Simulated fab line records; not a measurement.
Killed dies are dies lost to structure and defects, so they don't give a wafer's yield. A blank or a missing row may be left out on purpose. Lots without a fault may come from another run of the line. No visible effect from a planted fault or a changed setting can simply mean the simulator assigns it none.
fab line records || flow sky130 || part 2 of 2: steps 27 to 38 of 38
[record] {"lots": 5, "wafers": 15, "last_day": 50}
route steps=708 shown FIELD_ISO@17 NWELL@32 DNWELL@35 PWDE@45
lots with no fault: from the same line, run without faults
start_h: start of the lot's first displayed wafer, in hours after the record's first day || wait_h: how many hours have passed since the lot's step before this one || " same as the row above || L1.1+2: one row covering several wafers at once || - value missing, or start not given || * or withheld: withheld || < > ~ a bound
route shown NAME@n: names a module that has steps shown in the file, with the first one's number in the route || usual: the fault-free wafers' mean and standard deviation || same: alike in all rows || chamber/n: place in a boat || sites: per-site readings || _std_site: the values' standard deviation || _edge_site: mean of outer sites minus mean of inner sites || radius_mm: how far each site lies from the wafer's centre || mask NAME#n: copy n || behind: tool/chamber where the wafer was last shaped || hold: why the lot was held/for how many hours/how that ended || device: the transistor (n, p or np) that didn't switch || end of line: tests run on the same wafers once the route is complete || a step without rows: its recipe alone || killed: not the wafer's yield, but the dies lost to structure and defects at the first sort || map: per-die view of a wafer (x killed, . not killed, _ where there is no die)
set.NAME: the setting that was run; set.NAME@STEP: the one run at that earlier step || model.NAME: the simulator's own value behind a step, which no gauge read
lots seen at some steps along the route; tables by step, rows by wafer
services: when a tool's chamber went out of use (start_h, in hours from the record's first day, below 0 if earlier), for how many hours, and the reason
[[steps]]
[step SKY_DNWELL_STRIP_08]
[recipe] {"chemistry": "O2/N2", "power_w": 1400, "pressure_mtorr": 1500, "platen_temp_c": "withheld", "o2_flow_sccm": 3000, "n2_flow_sccm": 300, "overash_fraction": 0.5}
[usual] {"drypump_motor_current_A": "5.6/0.4", "oes_product_au": "0.722/0.0046", "strip_time_to_endpoint_s": "36.97/0.11"}
[same] {"overash_fraction": 0.5}
{"lot.wafer": "L078.2", "tool": "plasma_asher-03", "chamber": 0, "start_h": 76.27, "wait_h": 0.1, "drypump_motor_current_A": 5.2, "oes_product_au": 0.725, "rf_hours_counter_h": 39, "strip_time_to_endpoint_s": 37.25}
{"lot.wafer": "L078.3", "tool": "plasma_asher-03", "chamber": 0, "start_h": 76.27, "wait_h": 0.1, "drypump_motor_current_A": 5.2, "oes_product_au": 0.721, "rf_hours_counter_h": "-", "strip_time_to_endpoint_s": 37.07}
{"lot.wafer": "L078.5", "tool": "plasma_asher-03", "chamber": 1, "start_h": 76.27, "wait_h": 0.1, "drypump_motor_current_A": 5.4, "oes_product_au": 0.724, "rf_hours_counter_h": "-", "strip_time_to_endpoint_s": 37.06}
{"lot.wafer": "L083.4", "tool": "plasma_asher-04", "chamber": 0, "start_h": 100.10, "wait_h": 0.1, "drypump_motor_current_A": 5.4, "oes_product_au": 0.718, "rf_hours_counter_h": "-", "strip_time_to_endpoint_s": 36.90}
{"lot.wafer": "L083.5", "tool": "plasma_asher-04", "chamber": 1, "start_h": 100.10, "wait_h": 0.1, "drypump_motor_current_A": 5.7, "oes_product_au": 0.727, "rf_hours_counter_h": "-", "strip_time_to_endpoint_s": 36.96}
{"lot.wafer": "L083.6", "tool": "plasma_asher-04", "chamber": 0, "start_h": 100.10, "wait_h": 0.1, "drypump_motor_current_A": 5.4, "oes_product_au": 0.713, "rf_hours_counter_h": "-", "strip_time_to_endpoint_s": 36.84}
{"lot.wafer": "L094.1", "tool": "plasma_asher-01", "chamber": 1, "start_h": 164.02, "wait_h": 0.1, "drypump_motor_current_A": 5.3, "oes_product_au": 0.719, "rf_hours_counter_h": 37, "strip_time_to_endpoint_s": 36.84}
{"lot.wafer": "L094.5", "tool": "plasma_asher-01", "chamber": 0, "start_h": 164.02, "wait_h": 0.1, "drypump_motor_current_A": 6.6, "oes_product_au": 0.719, "rf_hours_counter_h": "-", "strip_time_to_endpoint_s": 36.76}
{"lot.wafer": "L094.6", "tool": "plasma_asher-01", "chamber": 1, "start_h": 164.02, "wait_h": 0.1, "drypump_motor_current_A": 5.3, "oes_product_au": 0.732, "rf_hours_counter_h": "-", "strip_time_to_endpoint_s": 36.85}
{"lot.wafer": "L096.1", "tool": "plasma_asher-03", "chamber": 1, "start_h": 170.52, "wait_h": 0.1, "drypump_motor_current_A": 5.5, "oes_product_au": 0.706, "rf_hours_counter_h": 5, "strip_time_to_endpoint_s": 36.76}
{"lot.wafer": "L096.2", "tool": "plasma_asher-03", "chamber": 0, "start_h": 170.52, "wait_h": 0.1, "drypump_motor_current_A": 5.2, "oes_product_au": 0.726, "rf_hours_counter_h": 5, "strip_time_to_endpoint_s": 36.73}
{"lot.wafer": "L096.4", "tool": "plasma_asher-03", "chamber": 0, "start_h": 170.52, "wait_h": 0.1, "drypump_motor_current_A": 5.2, "oes_product_au": 0.727, "rf_hours_counter_h": "-", "strip_time_to_endpoint_s": 36.80}
{"lot.wafer": "L097.2", "tool": "plasma_asher-04", "chamber": 0, "start_h": 179.11, "wait_h": 0.1, "drypump_motor_current_A": 5.4, "oes_product_au": 0.720, "rf_hours_counter_h": 49, "strip_time_to_endpoint_s": 37.07}
{"lot.wafer": "L097.3", "tool": "plasma_asher-04", "chamber": 1, "start_h": 179.11, "wait_h": 0.1, "drypump_motor_current_A": 5.7, "oes_product_au": 0.724, "rf_hours_counter_h": "-", "strip_time_to_endpoint_s": 36.98}
{"lot.wafer": "L097.5", "tool": "plasma_asher-04", "chamber": 1, "start_h": 179.11, "wait_h": 0.1, "drypump_motor_current_A": 5.6, "oes_product_au": 0.722, "rf_hours_counter_h": "-", "strip_time_to_endpoint_s": 37.02}
[step SKY_DNWELL_TW_MEAS_09]
[usual] {"DNWELL_TW": "1105/6.9"}
{"lot.wafer": "L078.2", "tool": "film_metro-04", "chamber": "-", "start_h": 76.38, "wait_h": 0.1, "DNWELL_TW": 1122}
{"lot.wafer": "L078.3", "tool": "film_metro-04", "chamber": "-", "start_h": 76.38, "wait_h": 0.1, "DNWELL_TW": 1118}
{"lot.wafer": "L078.5", "tool": "film_metro-04", "chamber": "-", "start_h": 76.38, "wait_h": 0.1, "DNWELL_TW": 1117}
{"lot.wafer": "L083.4", "tool": "film_metro-01", "chamber": "-", "start_h": 100.19, "wait_h": 0.1, "DNWELL_TW": 1103}
{"lot.wafer": "L083.5", "tool": "film_metro-01", "chamber": "-", "start_h": 100.19, "wait_h": 0.1, "DNWELL_TW": 1097}
{"lot.wafer": "L083.6", "tool": "film_metro-01", "chamber": "-", "start_h": 100.19, "wait_h": 0.1, "DNWELL_TW": 1105}
{"lot.wafer": "L094.1", "tool": "film_metro-03", "chamber": "-", "start_h": 164.12, "wait_h": 0.1, "DNWELL_TW": 1103}
{"lot.wafer": "L094.5", "tool": "film_metro-03", "chamber": "-", "start_h": 164.12, "wait_h": 0.1, "DNWELL_TW": 1100}
{"lot.wafer": "L094.6", "tool": "film_metro-03", "chamber": "-", "start_h": 164.12, "wait_h": 0.1, "DNWELL_TW": 1095}
{"lot.wafer": "L096.1", "tool": "film_metro-03", "chamber": "-", "start_h": 170.62, "wait_h": 0.1, "DNWELL_TW": 1095}
{"lot.wafer": "L096.2", "tool": "film_metro-03", "chamber": "-", "start_h": 170.62, "wait_h": 0.1, "DNWELL_TW": 1098}
{"lot.wafer": "L096.4", "tool": "film_metro-03", "chamber": "-", "start_h": 170.62, "wait_h": 0.1, "DNWELL_TW": 1100}
{"lot.wafer": "L097.2", "tool": "film_metro-03", "chamber": "-", "start_h": 179.22, "wait_h": 0.1, "DNWELL_TW": 1109}
{"lot.wafer": "L097.3", "tool": "film_metro-03", "chamber": "-", "start_h": 179.22, "wait_h": 0.1, "DNWELL_TW": 1098}
{"lot.wafer": "L097.5", "tool": "film_metro-03", "chamber": "-", "start_h": 179.22, "wait_h": 0.1, "DNWELL_TW": 1100}
[step SKY_PWDE_DEHYDRATE_00]
[recipe] {"temp_c": 200, "time_s": 60}
[same] {"time_s": 60}
{"lot.wafer": "L078.2+3+5", "tool": "litho_track-04", "chamber": 0, "start_h": 84.22, "wait_h": 7.8}
{"lot.wafer": "L083.4+5+6", "tool": "litho_track-02", "chamber": 0, "start_h": 109.64, "wait_h": 9.4}
{"lot.wafer": "L094.1+5+6", "tool": "litho_track-04", "chamber": 0, "start_h": 173.59, "wait_h": 9.5}
{"lot.wafer": "L096.1+2+4", "tool": "litho_track-02", "chamber": 0, "start_h": 180.31, "wait_h": 9.7}
{"lot.wafer": "L097.2+3+5", "tool": "litho_track-04", "chamber": 0, "start_h": 189.77, "wait_h": 10.5}
[step SKY_PWDE_HMDS_01]
[recipe] {"prime_time_s": 60, "prime_temp_c": 120}
{"lot.wafer": "L078.2+3+5", "tool": "litho_track-04", "chamber": 0, "start_h": 84.37, "wait_h": 0.1}
{"lot.wafer": "L083.4+5+6", "tool": "litho_track-02", "chamber": 0, "start_h": 109.79, "wait_h": 0.1}
{"lot.wafer": "L094.1+5+6", "tool": "litho_track-04", "chamber": 0, "start_h": 173.74, "wait_h": 0.1}
{"lot.wafer": "L096.1+2+4", "tool": "litho_track-02", "chamber": 0, "start_h": 180.46, "wait_h": 0.1}
{"lot.wafer": "L097.2+3+5", "tool": "litho_track-04", "chamber": 0, "start_h": 189.92, "wait_h": 0.1}
[step SKY_PWDE_COAT_02]
[recipe] {"spin_rpm": 2000, "resist_thk_nm": 3000}
[usual] {"spin_speed_rpm": "1999.9/1.4"}
{"lot.wafer": "L078.2", "tool": "litho_track-04", "chamber": 0, "start_h": 84.52, "wait_h": 0.1, "spin_speed_rpm": 1999.5}
{"lot.wafer": "L078.3", "tool": "litho_track-04", "chamber": 0, "start_h": 84.52, "wait_h": 0.1, "spin_speed_rpm": 1999.4}
{"lot.wafer": "L078.5", "tool": "litho_track-04", "chamber": 0, "start_h": 84.52, "wait_h": 0.1, "spin_speed_rpm": 1999.0}
{"lot.wafer": "L083.4", "tool": "litho_track-02", "chamber": 0, "start_h": 109.94, "wait_h": 0.1, "spin_speed_rpm": 2000.3}
{"lot.wafer": "L083.5", "tool": "litho_track-02", "chamber": 0, "start_h": 109.94, "wait_h": 0.1, "spin_speed_rpm": 2002.0}
{"lot.wafer": "L083.6", "tool": "litho_track-02", "chamber": 0, "start_h": 109.94, "wait_h": 0.1, "spin_speed_rpm": 2002.2}
{"lot.wafer": "L094.1", "tool": "litho_track-04", "chamber": 0, "start_h": 173.89, "wait_h": 0.1, "spin_speed_rpm": 2000.0}
{"lot.wafer": "L094.5", "tool": "litho_track-04", "chamber": 0, "start_h": 173.89, "wait_h": 0.1, "spin_speed_rpm": 1999.5}
{"lot.wafer": "L094.6", "tool": "litho_track-04", "chamber": 0, "start_h": 173.89, "wait_h": 0.1, "spin_speed_rpm": 2002.8}
{"lot.wafer": "L096.1", "tool": "litho_track-02", "chamber": 0, "start_h": 180.61, "wait_h": 0.1, "spin_speed_rpm": 1999.7}
{"lot.wafer": "L096.2", "tool": "litho_track-02", "chamber": 0, "start_h": 180.61, "wait_h": 0.1, "spin_speed_rpm": 2000.8}
{"lot.wafer": "L096.4", "tool": "litho_track-02", "chamber": 0, "start_h": 180.61, "wait_h": 0.1, "spin_speed_rpm": 1999.8}
{"lot.wafer": "L097.2", "tool": "litho_track-04", "chamber": 0, "start_h": 190.07, "wait_h": 0.1, "spin_speed_rpm": 1999.0}
{"lot.wafer": "L097.3", "tool": "litho_track-04", "chamber": 0, "start_h": 190.07, "wait_h": 0.1, "spin_speed_rpm": 1998.1}
{"lot.wafer": "L097.5", "tool": "litho_track-04", "chamber": 0, "start_h": 190.07, "wait_h": 0.1, "spin_speed_rpm": 1997.5}
[step SKY_PWDE_SOFTBAKE_03]
[recipe] {"temp_c": 110, "time_s": "withheld"}
{"lot.wafer": "L078.2+3+5", "tool": "litho_track-04", "chamber": 0, "start_h": 84.68, "wait_h": 0.1}
{"lot.wafer": "L083.4+5+6", "tool": "litho_track-02", "chamber": 0, "start_h": 110.11, "wait_h": 0.1}
{"lot.wafer": "L094.1+5+6", "tool": "litho_track-04", "chamber": 0, "start_h": 174.04, "wait_h": 0.1}
{"lot.wafer": "L096.1+2+4", "tool": "litho_track-02", "chamber": 0, "start_h": 180.76, "wait_h": 0.1}
{"lot.wafer": "L097.2+3+5", "tool": "litho_track-04", "chamber": 0, "start_h": 190.23, "wait_h": 0.1}
[step SKY_PWDE_EXPOSE_04]
[recipe] {"mask_id": "PWDEM", "na": 0.6, "source_shape": "conventional", "sigma_outer": 0.6, "polarization": "unpolarized", "target_cd_nm": 840, "dose_mj": 214}
{"lot.wafer": "L078.2+3+5", "tool": "iline_stepper-01", "chamber": 0, "start_h": "-", "wait_h": "-", "mask": "PWDEM#0"}
{"lot.wafer": "L083.4+5+6", "tool": "iline_stepper-01", "chamber": 0, "start_h": "-", "wait_h": "-", "mask": "PWDEM#0"}
{"lot.wafer": "L094.1+5+6", "tool": "iline_stepper-01", "chamber": 0, "start_h": "-", "wait_h": "-", "mask": "PWDEM#0"}
{"lot.wafer": "L096.1+2+4", "tool": "iline_stepper-02", "chamber": 0, "start_h": "-", "wait_h": "-", "mask": "PWDEM#0"}
{"lot.wafer": "L097.2+3+5", "tool": "iline_stepper-02", "chamber": 0, "start_h": "-", "wait_h": "-", "mask": "PWDEM#0"}
[step SKY_PWDE_PEB_05]
[recipe] {"temp_c": 115, "time_s": "withheld"}
{"lot.wafer": "L078.2+3+5", "tool": "litho_track-04", "chamber": 0, "start_h": "-", "wait_h": "-"}
{"lot.wafer": "L083.4+5+6", "tool": "litho_track-01", "chamber": 0, "start_h": "-", "wait_h": "-"}
{"lot.wafer": "L094.1+5+6", "tool": "litho_track-04", "chamber": 0, "start_h": "-", "wait_h": "-"}
{"lot.wafer": "L096.1+2+4", "tool": "litho_track-04", "chamber": 0, "start_h": "-", "wait_h": "-"}
{"lot.wafer": "L097.2+3+5", "tool": "litho_track-02", "chamber": 0, "start_h": "-", "wait_h": "-"}
[step SKY_PWDE_DEVELOP_06]
[recipe] {"wall_angle_deg": 90, "developer": "TMAH", "develop_time_s": 60, "dev_temp_c": 23}
{"lot.wafer": "L078.2+3+5", "tool": "litho_track-04", "chamber": 0, "start_h": "-", "wait_h": "-"}
{"lot.wafer": "L083.4+5+6", "tool": "litho_track-01", "chamber": 0, "start_h": "-", "wait_h": "-"}
{"lot.wafer": "L094.1+5+6", "tool": "litho_track-04", "chamber": 0, "start_h": "-", "wait_h": "-"}
{"lot.wafer": "L096.1+2+4", "tool": "litho_track-04", "chamber": 0, "start_h": "-", "wait_h": "-"}
{"lot.wafer": "L097.2+3+5", "tool": "litho_track-02", "chamber": 0, "start_h": "-", "wait_h": "-"}
[step SKY_PWDE_OVL_MEAS_07]
[usual] {"PWDE_OVL": "-1.0/1.5"}
{"lot.wafer": "L078.2", "tool": "overlay-02", "chamber": "-", "start_h": 93.55, "wait_h": "-", "PWDE_OVL[nm]": 2.1}
{"lot.wafer": "L078.3", "tool": "overlay-02", "chamber": "-", "start_h": 93.55, "wait_h": "-", "PWDE_OVL[nm]": 1.5}
{"lot.wafer": "L078.5", "tool": "overlay-02", "chamber": "-", "start_h": 93.55, "wait_h": "-", "PWDE_OVL[nm]": 0.8}
{"lot.wafer": "L083.4", "tool": "overlay-01", "chamber": "-", "start_h": 118.93, "wait_h": "-", "PWDE_OVL[nm]": 1.6}
{"lot.wafer": "L083.5", "tool": "overlay-01", "chamber": "-", "start_h": 118.93, "wait_h": "-", "PWDE_OVL[nm]": -1.1}
{"lot.wafer": "L083.6", "tool": "overlay-01", "chamber": "-", "start_h": 118.93, "wait_h": "-", "PWDE_OVL[nm]": -0.1}
{"lot.wafer": "L094.1", "tool": "overlay-02", "chamber": "-", "start_h": 184.99, "wait_h": "-", "PWDE_OVL[nm]": -1.3}
{"lot.wafer": "L094.5", "tool": "overlay-02", "chamber": "-", "start_h": 184.99, "wait_h": "-", "PWDE_OVL[nm]": -2.8}
{"lot.wafer": "L094.6", "tool": "overlay-02", "chamber": "-", "start_h": 184.99, "wait_h": "-", "PWDE_OVL[nm]": -0.2}
{"lot.wafer": "L096.1", "tool": "overlay-02", "chamber": "-", "start_h": 191.74, "wait_h": "-", "PWDE_OVL[nm]": -0.2}
{"lot.wafer": "L096.2", "tool": "overlay-02", "chamber": "-", "start_h": 191.74, "wait_h": "-", "PWDE_OVL[nm]": -0.5}
{"lot.wafer": "L096.4", "tool": "overlay-02", "chamber": "-", "start_h": 191.74, "wait_h": "-", "PWDE_OVL[nm]": -1.9}
{"lot.wafer": "L097.2", "tool": "overlay-01", "chamber": "-", "start_h": 200.62, "wait_h": "-", "PWDE_OVL[nm]": -2.3}
{"lot.wafer": "L097.3", "tool": "overlay-01", "chamber": "-", "start_h": 200.62, "wait_h": "-", "PWDE_OVL[nm]": -0.3}
{"lot.wafer": "L097.5", "tool": "overlay-01", "chamber": "-", "start_h": 200.62, "wait_h": "-", "PWDE_OVL[nm]": 0.6}
[step SKY_PWDE_IMPLANT_08]
[recipe] {"species": "B", "energy_kev": 151.3, "dose_cm2": 3.6e+12, "tilt_deg": "withheld"}
{"lot.wafer": "L078.2+3+5", "tool": "implanter-02", "chamber": 0, "start_h": 93.61, "wait_h": 0.0}
{"lot.wafer": "L083.4+5+6", "tool": "implanter-01", "chamber": 0, "start_h": 119.03, "wait_h": 0.1}
{"lot.wafer": "L094.1+5+6", "tool": "implanter-02", "chamber": 0, "start_h": 185.03, "wait_h": 0.0}
{"lot.wafer": "L096.1+2+4", "tool": "implanter-02", "chamber": 0, "start_h": 191.78, "wait_h": 0.0}
{"lot.wafer": "L097.2+3+5", "tool": "implanter-03", "chamber": 0, "start_h": 200.67, "wait_h": 0.0}
[step SKY_PWDE_STRIP_09]
[recipe] {"chemistry": "O2/N2", "power_w": 1400, "pressure_mtorr": 1500, "platen_temp_c": "withheld", "o2_flow_sccm": 3000, "n2_flow_sccm": 300, "overash_fraction": 0.5}
[usual] {"drypump_motor_current_A": "5.59/0.23", "oes_product_au": "0.722/0.0045", "strip_time_to_endpoint_s": "36.88/0.11"}
[same] {"overash_fraction": 0.5}
{"lot.wafer": "L078.2", "tool": "plasma_asher-03", "chamber": 1, "start_h": 93.73, "wait_h": 0.1, "drypump_motor_current_A": 5.46, "oes_product_au": 0.712, "rf_hours_counter_h": 41, "strip_time_to_endpoint_s": 36.86}
{"lot.wafer": "L078.3", "tool": "plasma_asher-03", "chamber": 0, "start_h": 93.73, "wait_h": 0.1, "drypump_motor_current_A": 5.20, "oes_product_au": 0.733, "rf_hours_counter_h": "-", "strip_time_to_endpoint_s": 36.98}
{"lot.wafer": "L078.5", "tool": "plasma_asher-03", "chamber": 0, "start_h": 93.73, "wait_h": 0.1, "drypump_motor_current_A": 5.20, "oes_product_au": 0.716, "rf_hours_counter_h": "-", "strip_time_to_endpoint_s": 37.06}
{"lot.wafer": "L083.4", "tool": "plasma_asher-04", "chamber": 1, "start_h": 119.14, "wait_h": 0.1, "drypump_motor_current_A": 5.64, "oes_product_au": 0.723, "rf_hours_counter_h": "-", "strip_time_to_endpoint_s": 37.00}
{"lot.wafer": "L083.5", "tool": "plasma_asher-04", "chamber": 1, "start_h": 119.14, "wait_h": 0.1, "drypump_motor_current_A": 5.66, "oes_product_au": 0.721, "rf_hours_counter_h": "-", "strip_time_to_endpoint_s": 36.96}
{"lot.wafer": "L083.6", "tool": "plasma_asher-04", "chamber": 0, "start_h": 119.14, "wait_h": 0.1, "drypump_motor_current_A": 5.42, "oes_product_au": 0.723, "rf_hours_counter_h": "-", "strip_time_to_endpoint_s": 36.99}
{"lot.wafer": "L094.1", "tool": "plasma_asher-02", "chamber": 0, "start_h": 185.18, "wait_h": 0.1, "drypump_motor_current_A": 5.96, "oes_product_au": 0.726, "rf_hours_counter_h": 45, "strip_time_to_endpoint_s": 36.74}
{"lot.wafer": "L094.5", "tool": "plasma_asher-02", "chamber": 1, "start_h": 185.18, "wait_h": 0.1, "drypump_motor_current_A": 5.80, "oes_product_au": 0.721, "rf_hours_counter_h": "-", "strip_time_to_endpoint_s": 36.90}
{"lot.wafer": "L094.6", "tool": "plasma_asher-02", "chamber": 0, "start_h": 185.18, "wait_h": 0.1, "drypump_motor_current_A": 5.96, "oes_product_au": 0.721, "rf_hours_counter_h": "-", "strip_time_to_endpoint_s": 36.90}
{"lot.wafer": "L096.1", "tool": "plasma_asher-03", "chamber": 0, "start_h": 191.93, "wait_h": 0.1, "drypump_motor_current_A": 5.18, "oes_product_au": 0.726, "rf_hours_counter_h": 7, "strip_time_to_endpoint_s": 36.93}
{"lot.wafer": "L096.2", "tool": "plasma_asher-03", "chamber": 1, "start_h": 191.93, "wait_h": 0.1, "drypump_motor_current_A": 5.42, "oes_product_au": 0.722, "rf_hours_counter_h": 7, "strip_time_to_endpoint_s": 37.00}
{"lot.wafer": "L096.4", "tool": "plasma_asher-03", "chamber": 0, "start_h": 191.93, "wait_h": 0.1, "drypump_motor_current_A": 5.19, "oes_product_au": 0.724, "rf_hours_counter_h": "-", "strip_time_to_endpoint_s": 36.85}
{"lot.wafer": "L097.2", "tool": "plasma_asher-04", "chamber": 0, "start_h": 200.80, "wait_h": 0.1, "drypump_motor_current_A": 5.44, "oes_product_au": 0.723, "rf_hours_counter_h": 52, "strip_time_to_endpoint_s": 36.91}
{"lot.wafer": "L097.3", "tool": "plasma_asher-04", "chamber": 1, "start_h": 200.80, "wait_h": 0.1, "drypump_motor_current_A": 5.69, "oes_product_au": 0.730, "rf_hours_counter_h": "-", "strip_time_to_endpoint_s": 36.77}
{"lot.wafer": "L097.5", "tool": "plasma_asher-04", "chamber": 0, "start_h": 200.80, "wait_h": 0.1, "drypump_motor_current_A": 5.44, "oes_product_au": 0.712, "rf_hours_counter_h": "-", "strip_time_to_endpoint_s": 36.83}
[[services]]
{"tool": "wet_bench-01", "chamber": "-", "start_h": 42.73, "hours": 4.4, "kind": "pm"}
{"tool": "plasma_asher-01", "chamber": "-", "start_h": 73.08, "hours": 8.0, "kind": "repair"}
{"tool": "furnace-01", "chamber": "-", "start_h": 83.04, "hours": 4.6, "kind": "pm"}
{"tool": "wet_bench-02", "chamber": "-", "start_h": 88.25, "hours": 9.2, "kind": "repair"}
{"tool": "iline_stepper-02", "chamber": "-", "start_h": 90.81, "hours": 1.7, "kind": "pm"}
{"tool": "iline_stepper-02", "chamber": "-", "start_h": 101.15, "hours": 4.4, "kind": "pm"}
{"tool": "cmp-01", "chamber": "-", "start_h": 102.10, "hours": 7.1, "kind": "pm"}
{"tool": "furnace-01", "chamber": "-", "start_h": 104.34, "hours": 4.9, "kind": "pm"}
{"tool": "iline_stepper-01", "chamber": "-", "start_h": 107.82, "hours": 1.7, "kind": "pm"}
{"tool": "plasma_asher-03", "chamber": "-", "start_h": 108.75, "hours": 9.0, "kind": "pm"}
{"tool": "furnace-01", "chamber": "-", "start_h": 111.97, "hours": 2.6, "kind": "pm"}
{"tool": "rie_si-02", "chamber": 0, "start_h": 122.49, "hours": 15.0, "kind": "repair"}
{"tool": "wet_bench-02", "chamber": "-", "start_h": 125.53, "hours": 78.1, "kind": "pm"}
{"tool": "wet_bench-04", "chamber": "-", "start_h": 128.24, "hours": 4.4, "kind": "pm"}
{"tool": "hdpcvd-01", "chamber": 0, "start_h": 138.66, "hours": 2.1, "kind": "repair"}
{"tool": "implanter-02", "chamber": "-", "start_h": 141.45, "hours": 7.0, "kind": "pm"}
{"tool": "iline_stepper-01", "chamber": "-", "start_h": 156.15, "hours": 10.1, "kind": "repair"}
{"tool": "cmp-01", "chamber": "-", "start_h": 166.84, "hours": 1.0, "kind": "repair"}
{"tool": "hdpcvd-01", "chamber": 1, "start_h": 172.04, "hours": 2.3, "kind": "repair"}
{"tool": "plasma_asher-03", "chamber": "-", "start_h": 172.89, "hours": 2.0, "kind": "repair"}
{"tool": "furnace-02", "chamber": "-", "start_h": 188.63, "hours": 3.2, "kind": "pm"}
{"tool": "cmp-01", "chamber": "-", "start_h": 192.86, "hours": 1.4, "kind": "repair"}
{"tool": "plasma_asher-01", "chamber": "-", "start_h": 193.30, "hours": 14.6, "kind": "pm"}
{"tool": "cmp-01", "chamber": "-", "start_h": 193.88, "hours": 1.0, "kind": "repair"}
